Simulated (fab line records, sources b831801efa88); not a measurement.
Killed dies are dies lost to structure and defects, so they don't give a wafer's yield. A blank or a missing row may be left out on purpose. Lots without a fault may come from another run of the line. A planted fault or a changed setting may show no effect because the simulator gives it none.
One fault seen from 2 desks | flow sfq_line | each desk has only its own numbers; what lay behind them comes last

THE TOOL OWNER'S DESK: litho_track-01
The tool's own readings at SFQ_TRILAYER_I7_VIA_LITHO_DEVELOP_189 (time 60 s): means of the sampled wafers that have a number, for each lot that ran on this tool. A lot is out of limits, marked OUT, if its mean lies more than 4 standard deviations from the usual mean; the brackets give that distance.
Columns: A = chill_plate_temp_C at SFQ_TRILAYER_I7_VIA_LITHO_DEVELOP_189, usual 23.00 C; B = exhaust_pa at SFQ_TRILAYER_I7_VIA_LITHO_DEVELOP_189, usual 44.9 Pa
lot  | first seen here | A     | B
L558 | day 68 23:01    | 22.98 | 44.7
This desk's finding: nothing out of limits on the one lot.

THE METROLOGY DESK
What the gauges read, lot by lot, whatever tool the lot ran on: means of the sampled wafers that have a number. A lot is out of limits, marked OUT, if its mean lies more than 4 standard deviations from the usual mean; the brackets give that distance.
Columns: A = I7_BOW at SFQ_I7_BOW_MEAS_946, usual 5 um; B = I7_OVL at SFQ_I7_OVL_MEAS_947, usual 2 nm
lot  | first seen here | A  | B
L555 | day 67 05:32    | 13 | 4
L558 | day 68 17:04    | 16 | 2
L566 | day 75 00:16    | 2  | -
L567 | day 75 03:17    | 7  | -
L569 | day 75 06:16    | 4  | -2
L571 | day 75 12:20    | -8 | 9
This desk's finding: nothing out of limits on any of the 6 lots.

PUT TOGETHER
The tool owner's desk saw nothing out of limits.
The metrology desk saw nothing out of limits.

WHAT THE SIMULATOR HAD PUT IN
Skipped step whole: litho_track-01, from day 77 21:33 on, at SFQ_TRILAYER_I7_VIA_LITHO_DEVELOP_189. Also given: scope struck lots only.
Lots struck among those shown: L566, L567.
